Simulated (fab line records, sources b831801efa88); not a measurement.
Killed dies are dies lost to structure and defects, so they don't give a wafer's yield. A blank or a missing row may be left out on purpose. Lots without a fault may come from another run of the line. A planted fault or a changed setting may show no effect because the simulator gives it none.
fab line records | flow sky130
record lots=13 wafers=39 last_day=50
route steps=708 shown VT_ADJUST_HVTP@92 POLY_GATE@232 LDD_HVN@274 LI_CONTACT@375 PAD_OPEN@708
lots that met no fault: from a run of the same line without faults
start_h: hours from the record's first day to the start of the lot's first wafer shown | wait_h: hours since the lot's step before | " the same as in the row above | L1.1+2: a row that stands for several wafers | - no value, or no start given | * or withheld: withheld | < > ~ a bound
route shown NAME@n: a module of which the file shows steps, and the number in the route of the first | usual: mean/standard deviation of fault-free wafers | same: alike in all rows | chamber/n: place in a boat | sites: the reading at each site | _std_site: their standard deviation | _edge_site: outer sites' mean less inner sites' | radius_mm: how far each site lies from the wafer's centre | mask NAME#n: copy n | behind: the tool/chamber that last shaped the wafer | hold: why the lot was held/for how many hours/how that ended | device: the transistor (n, p or np) that didn't switch | end of line: the same wafers' tests at the end of the route | a step without rows: its recipe alone | killed: dies lost to structure and defects at the first sort, not the wafer's yield | map: a wafer's dies, x killed, . not, _ none there
set.NAME: the setting as run; set.NAME@STEP: as run at that earlier step | model.NAME: the simulator's own value behind a step, which no gauge read
steps of the route over a sample of lots; a table a step, a row a wafer
services: from which hour (start_h, from the record's first day; less than 0 if before it) a tool's chamber was out of use, for how many hours, and why
## steps
# step SKY_VT_ADJUST_HVTP_CD_MEAS_07
# recipe target_cd_nm=380
# usual cd_nm=379.5/2.9
# columns lot.wafer tool chamber start_h wait_h cd_nm
L225.2 cd_sem-02 - 122.35 0.1 379.5
L225.3 " - " " 378.0
L225.6 " - " " 377.7
L228.2 cd_sem-02 - 140.90 0.1 385.3
L228.4 " - " " 386.4
L228.6 " - " " 385.4
L230.2 cd_sem-01 - 151.57 0.1 374.0
L230.3 " - " " 377.3
L230.6 " - " " 374.6
L235.1 cd_sem-02 - 183.95 0.1 378.2
L235.4 " - " " 379.2
L235.5 " - " " 379.9
L236.2 cd_sem-02 - 188.26 0.1 377.3
L236.3 " - " " 377.5
L236.4 " - " " 379.7
L237.3 cd_sem-02 - 193.43 0.1 387.5
L237.5 " - " " 385.8
L237.6 " - " " 383.0
L238.1 cd_sem-01 - 203.30 0.1 382.7
L238.4 " - " " 378.7
L238.6 " - " " 382.2
L240.2 cd_sem-01 - 216.00 0.1 381.2
L240.4 " - " " 379.4
L240.6 " - " " 380.1
L241.1 cd_sem-02 - 220.49 0.1 377.7
L241.2 " - " " 378.2
L241.4 " - " " 376.5
L243.2 cd_sem-02 - 233.61 0.1 384.6
L243.4 " - " " 381.5
L243.6 " - " " 383.4
L244.1 cd_sem-02 - 246.98 0.1 376.9
L244.5 " - " " 375.8
L244.6 " - " " 374.7
L246.1 cd_sem-02 - 258.84 0.1 374.8
L246.4 " - " " 376.5
L246.5 " - " " 377.8
L247.1 cd_sem-02 - 260.38 0.1 383.4
L247.3 " - " " 381.7
L247.4 " - " " 383.7
# step SKY_POLY_GATE_STRIP_18
# recipe chemistry=O2/N2 power_w=1400 pressure_mtorr=1500 platen_temp_c=withheld o2_flow_sccm=3000 n2_flow_sccm=300 overash_fraction=0.5
# usual chamber_pressure_mTorr=1500.0/1.4 drypump_motor_current_A=5.7/0.34 n2_flow_sccm=300.0/0.94 oes_product_au=0.360/0.0048 strip_time_to_endpoint_s=3.152/0.027
# columns lot.wafer tool chamber start_h wait_h chamber_pressure_mTorr drypump_motor_current_A n2_flow_sccm oes_product_au rf_hours_counter_h strip_time_to_endpoint_s
L225.2 plasma_asher-04 0 373.27 0.0 1501.2 5.9 299.4 0.364 70 3.190
L225.3 " 0 " " 1497.8 5.9 300.9 0.360 - 3.187
L225.6 " 0 " " 1502.6 5.9 302.5 0.348 - 3.149
L228.2 plasma_asher-01 0 400.87 0.0 1500.5 5.3 298.7 0.356 71 3.152
L228.4 " 1 " " 1501.4 5.6 299.7 0.360 - 3.156
L228.6 " 0 " " 1500.1 5.3 298.8 0.361 - 3.142
L230.2 plasma_asher-02 1 404.53 0.0 1500.7 5.8 299.4 0.359 25 3.132
L230.3 " 0 " " 1500.5 5.3 299.2 0.358 - 3.157
L230.6 " 1 " " 1498.9 5.7 298.7 0.356 - 3.126
L235.1 plasma_asher-04 0 457.07 0.0 - - - - - -
L235.4 " 1 " " - - - - - -
L235.5 " 0 " " - - - - - -
L236.2 plasma_asher-04 0 463.87 0.0 - - - - - -
L236.3 " 1 " " - - - - - -
L236.4 " 0 " " - - - - - -
L237.3 plasma_asher-01 0 474.61 0.1 1499.1 5.3 299.4 0.363 - 3.137
L237.5 " 0 " " 1501.9 5.3 300.3 0.359 - 3.160
L237.6 " 1 " " 1499.7 5.6 299.1 0.353 - 3.165
L238.1 plasma_asher-04 0 484.67 0.0 1500.9 5.9 300.5 0.356 82 3.224
L238.4 " 1 " " 1503.1 6.2 301.2 0.363 - 3.194
L238.6 " 0 " " 1500.1 5.9 300.9 0.366 - 3.203
L240.2 plasma_asher-01 0 500.98 0.0 1498.9 5.3 299.7 0.362 6 3.154
L240.4 " 0 " " 1499.8 5.3 299.0 0.361 - 3.147
L240.6 " 0 " " 1499.9 5.3 298.6 0.362 - 3.158
L241.1 plasma_asher-04 0 507.33 0.0 1501.4 5.9 299.9 0.369 84 3.140
L241.2 " 1 " " 1500.3 6.2 298.9 0.367 84 3.131
L241.4 " 1 " " 1499.5 6.2 299.7 0.363 - 3.164
L243.2 plasma_asher-04 1 528.32 0.0 1499.7 6.2 299.3 0.359 86 3.157
L243.4 " 0 " " 1500.1 5.9 298.8 0.363 - 3.152
L243.6 " 0 " " 1498.7 5.9 300.2 0.365 - 3.148
L244.1 plasma_asher-01 0 538.32 0.0 1498.1 5.3 300.6 0.359 10 3.144
L244.5 " 1 " " 1499.1 5.6 300.4 0.353 - 3.122
L244.6 " 0 " " 1500.0 5.2 300.7 0.360 - 3.113
L246.1 plasma_asher-04 1 555.22 0.0 1499.8 6.2 300.0 0.360 89 3.111
L246.4 " 1 " " 1501.5 6.2 299.7 0.363 - 3.116
L246.5 " 0 " " 1501.3 5.9 301.5 0.357 - 3.102
L247.1 plasma_asher-04 0 557.73 0.0 1498.2 5.9 301.1 0.358 90 3.175
L247.3 " 0 " " 1499.3 5.9 298.0 0.359 - 3.156
L247.4 " 1 " " 1499.0 6.2 300.5 0.358 - 3.156
# step SKY_LDD_HVN_OVL_MEAS_07
# usual LDD_HVN_OVL=0.0/1.4
# columns lot.wafer tool chamber start_h wait_h LDD_HVN_OVL[nm]
L225.2 overlay-02 - 466.35 0.1 -0.3
L225.3 " - " " -0.1
L225.6 " - " " -0.7
L228.2 overlay-01 - 497.35 0.1 0.6
L228.4 " - " " 1.3
L228.6 " - " " -0.4
L230.2 overlay-02 - 498.93 0.1 -1.4
L230.3 " - " " -1.2
L230.6 " - " " -0.9
L235.1 overlay-01 - 552.58 0.1 -1.3
L235.4 " - " " 0.5
L235.5 " - " " 0.8
L236.2 overlay-01 - 561.80 0.1 0.1
L236.3 " - " " -0.6
L236.4 " - " " -0.2
L237.3 overlay-01 - 568.25 0.1 -2.6
L237.5 " - " " 0.1
L237.6 " - " " 0.1
L238.1 overlay-01 - 578.04 0.1 3.1
L238.4 " - " " 2.6
L238.6 " - " " 3.1
L240.2 overlay-02 - 594.90 0.1 1.4
L240.4 " - " " 0.8
L240.6 " - " " -0.1
L241.1 overlay-01 - 600.60 0.1 -0.9
L241.2 " - " " -0.7
L241.4 " - " " 1.7
L243.2 overlay-01 - 620.58 0.1 -2.1
L243.4 " - " " -1.4
L243.6 " - " " -2.3
L244.1 overlay-01 - 630.45 0.1 1.3
L244.5 " - " " 0.1
L244.6 " - " " 0.2
L246.1 overlay-01 - 646.28 0.1 0.5
L246.4 " - " " 0.7
L246.5 " - " " -0.9
L247.1 overlay-02 - 647.84 0.1 1.4
L247.3 " - " " 2.2
L247.4 " - " " -0.8
# step SKY_LI_CONTACT_OVL_MEAS_13
# usual LI_CONTACT_OVL=-1/4.6
# columns lot.wafer tool chamber start_h wait_h LI_CONTACT_OVL[nm]
L225.2 overlay-02 - 677.60 0.1 5
L225.3 " - " " 8
L225.6 " - " " -2
L228.2 overlay-02 - 706.97 0.1 -6
L228.4 " - " " -15
L228.6 " - " " -10
L230.2 overlay-01 - 707.80 0.1 -3
L230.3 " - " " -9
L230.6 " - " " 3
L237.3 overlay-01 - 774.58 0.1 4
L237.5 " - " " -10
L237.6 " - " " -5
L238.1 overlay-02 - 778.67 0.1 -8
L238.4 " - " " -3
L238.6 " - " " 1
L240.2 overlay-02 - 794.10 0.1 -2
L240.4 " - " " 0
L240.6 " - " " 3
L241.1 overlay-02 - 796.20 0.1 0
L241.2 " - " " -1
L241.4 " - " " -8
L243.2 overlay-01 - 817.53 0.1 1
L243.4 " - " " -4
L243.6 " - " " 2
L244.1 overlay-01 - 825.27 0.1 3
L244.5 " - " " 5
L244.6 " - " " 8
L246.1 overlay-01 - 841.12 0.1 4
L246.4 " - " " 4
L246.5 " - " " 3
L247.1 overlay-01 - 843.45 0.1 3
L247.3 " - " " -1
L247.4 " - " " -6
# step SKY_PAD_OPEN_PROBE_99
# usual killed_at_M0_to_M3=43/7 killed_at_M4_up=3.1/2 killed_at_contacts=24/5.3 killed_at_front_end=15/4.2 killed_at_other=0.4/0.66 killed_dies=86/9.5 killed_on_rim=17/3.9 killed_open=47/7.4 killed_short=38/6.2
# same gross_dies=492 killed_at_back_side=0
# columns lot.wafer tool chamber start_h wait_h killed_at_M0_to_M3 killed_at_M4_up killed_at_contacts killed_at_front_end killed_at_other killed_dies killed_on_rim killed_open killed_short
L235.1 prober-01 - 1135.35 0.1 47 1 20 424 0 492 96 36 42
L235.4 prober-01 - 1135.50 0.2 51 2 26 411 2 492 96 59 36
L235.5 prober-01 - 1135.55 0.2 32 4 19 437 0 492 96 41 29
L236.2 prober-02 - 1139.60 0.1 29 4 17 441 1 492 96 27 43
L236.3 prober-02 - 1139.65 0.2 40 2 20 430 0 492 96 44 33
L236.4 prober-02 - 1139.70 0.2 43 4 17 427 1 492 96 42 43
L237.3 prober-02 - 1147.19 0.2 36 3 43 16 0 98 16 57 41
L237.5 prober-02 - 1147.29 0.2 38 7 19 19 0 83 25 42 41
L237.6 prober-02 - 1147.34 0.2 35 2 31 18 0 86 16 51 35
L246.1 prober-01 - 1190.68 0.1 46 3 11 21 2 83 17 48 33
L246.4 prober-01 - 1190.83 0.2 42 1 26 16 1 86 17 49 37
L246.5 prober-01 - 1190.88 0.2 37 4 23 16 0 80 13 47 33
L247.1 prober-02 - 1193.52 0.1 43 1 24 17 0 85 13 46 39
L247.3 prober-02 - 1193.62 0.2 46 0 21 17 1 85 13 47 38
L247.4 prober-02 - 1193.67 0.2 37 0 19 19 1 76 12 42 34
# killed by level:class
L235.1 POLY_GATE:area_oxidation=414 METAL2:geometric_particle:short=10 VIA1:geometric_particle:open=8 CONTACT:geometric_particle:open=7 VIA2:geometric_particle:open=7 LI_CONTACT:geometric_particle:open=6 VIA1:geometric_particle:short=5 METAL3:geometric_particle:short=5
L235.4 POLY_GATE:area_oxidation=397 CONTACT:geometric_particle:open=15 VIA1:geometric_particle:open=13 VIA2:geometric_particle:open=8 METAL2:geometric_particle:short=6 METAL1:geometric_particle:short=5 VIA3:geometric_particle:open=5 FIELD_ISO:geometric_particle:open=4
L235.5 POLY_GATE:area_oxidation=422 VIA1:geometric_particle:open=10 LI_CONTACT:geometric_particle:open=8 POLY_GATE:geometric_particle:open=5 CONTACT:geometric_particle:open=5 METAL1:geometric_particle:short=5 VIA3:geometric_particle:open=5 METAL4:geometric_particle:short=4
L236.2 POLY_GATE:area_oxidation=422 FIELD_ISO:geometric_particle:short=7 METAL1:geometric_particle:short=6 VIA3:geometric_particle:open=6 LOCAL_INTERCONNECT:geometric_particle:short=5 LI_CONTACT:geometric_particle:open=4 CONTACT:geometric_particle:short=4 VIA1:geometric_particle:short=4
L236.3 POLY_GATE:area_oxidation=415 METAL2:geometric_particle:short=8 VIA3:geometric_particle:open=8 VIA1:geometric_particle:open=7 LI_CONTACT:geometric_particle:open=7 FIELD_ISO:geometric_particle:open=5 CONTACT:geometric_particle:open=5 METAL1:geometric_particle:short=4
L236.4 POLY_GATE:area_oxidation=407 VIA1:geometric_particle:open=14 POLY_GATE:geometric_particle:open=5 METAL3:geometric_particle:short=5 VIA1:geometric_particle:short=5 CONTACT:geometric_particle:short=4 CONTACT:geometric_particle:open=4 METAL1:geometric_particle:short=4
L237.3 CONTACT:geometric_particle:open=20 LI_CONTACT:geometric_particle:open=9 VIA1:geometric_particle:open=7 POLY_GATE:geometric_particle:short=6 METAL1:geometric_particle:short=6 VIA3:geometric_particle:open=6 FIELD_ISO:geometric_particle:short=5 LI_CONTACT:geometric_particle:short=5
L237.5 POLY_GATE:geometric_particle:open=8 CONTACT:geometric_particle:open=7 METAL2:geometric_particle:short=6 VIA2:geometric_particle:open=6 METAL3:geometric_particle:short=6 LI_CONTACT:geometric_particle:open=5 VIA1:geometric_particle:open=5 CONTACT:geometric_particle:short=4
L237.6 CONTACT:geometric_particle:open=13 VIA1:geometric_particle:open=8 VIA3:geometric_particle:open=7 CONTACT:geometric_particle:short=6 POLY_GATE:geometric_particle:open=6 LI_CONTACT:geometric_particle:open=6 METAL2:geometric_particle:short=6 FIELD_ISO:geometric_particle:short=5
L246.1 VIA1:geometric_particle:open=14 FIELD_ISO:geometric_particle:open=9 VIA1:geometric_particle:short=9 VIA2:geometric_particle:open=8 POLY_GATE:geometric_particle:open=6 METAL1:geometric_particle:short=4 VIA3:geometric_particle:short=4 POLY_GATE:geometric_particle:short=3
L246.4 VIA1:geometric_particle:open=13 CONTACT:geometric_particle:open=11 VIA3:geometric_particle:open=7 POLY_GATE:geometric_particle:open=6 CONTACT:geometric_particle:short=6 VIA2:geometric_particle:open=6 VIA1:geometric_particle:short=4 METAL2:geometric_particle:short=4
L246.5 CONTACT:geometric_particle:open=11 VIA1:geometric_particle:open=11 METAL1:geometric_particle:short=8 FIELD_ISO:geometric_particle:open=7 FIELD_ISO:geometric_particle:short=4 LI_CONTACT:geometric_particle:open=4 VIA3:geometric_particle:open=4 VIA2:geometric_particle:open=4
L247.1 VIA1:geometric_particle:open=11 CONTACT:geometric_particle:open=9 VIA1:geometric_particle:short=8 METAL2:geometric_particle:short=6 CONTACT:geometric_particle:short=5 VIA3:geometric_particle:open=5 VIA2:geometric_particle:open=4 FIELD_ISO:geometric_particle:open=4
L247.3 VIA1:geometric_particle:open=16 LI_CONTACT:geometric_particle:open=11 FIELD_ISO:geometric_particle:short=9 METAL1:geometric_particle:short=6 VIA3:geometric_particle:open=5 FIELD_ISO:geometric_particle:open=4 CONTACT:geometric_particle:open=4 METAL2:geometric_particle:short=4
L247.4 VIA1:geometric_particle:open=11 LI_CONTACT:geometric_particle:open=6 VIA3:geometric_particle:open=6 CONTACT:geometric_particle:open=5 VIA1:geometric_particle:short=5 FIELD_ISO:geometric_particle:short=4 VIA2:geometric_particle:open=4 FIELD_ISO:geometric_particle:open=4
## services
# columns tool chamber start_h hours kind
plasma_asher-01 - 421.25 9.0 pm
plasma_asher-01 0 421.25 9.0 vent_cycle
plasma_asher-01 1 421.25 9.0 vent_cycle
plasma_asher-01 0 430.25 - clean
plasma_asher-01 1 430.25 - clean
plasma_asher-04 - 459.88 1.3 repair
plasma_asher-01 - 480.96 14.6 pm
plasma_asher-04 - 512.98 0.6 repair
plasma_asher-02 - 523.35 11.1 repair
## key
first_sign step=SKY_POLY_GATE_STRIP_18 reading=tool_record direction=missing
effect step=SKY_PAD_OPEN_PROBE_99 reading=killed_at_front_end direction=up sigmas=97 usual=15 struck=428
more_kills_born_at SKY_POLY_GATE_OXIDATION_20@furnace-02=1244 SKY_POLY_GATE_OXIDATION_20@furnace-01=1233
met_at SKY_POLY_GATE_STRIP_18
struck_lots L235,L236
later_rows_left_out L235.1,L235.4,L235.5,L236.2,L236.3,L236.4
tester_left_out L235,L236
not_acting_at SKY_VT_ADJUST_HVTP_CD_MEAS_07,SKY_LDD_HVN_OVL_MEAS_07,SKY_LI_CONTACT_OVL_MEAS_13
onset_between 373.27 457.07
fault kind=skipped_step_whole tool=plasma_asher-04 chamber=- onset_h=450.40 steps=SKY_POLY_GATE_STRIP_18 scope=struck_lots_only
# tester_left_out: of these lots the tester's yield and bins aren't shown, on N5 and GAA mostly nor the transistor test; their killed dies are dies lost to structure and defects alone, not to doping, threshold or leakage, so they don't give the yield
# later_rows_left_out: the simulator's readings of these wafers behind a module that went badly wrong aren't trusted and aren't shown, but for the sort
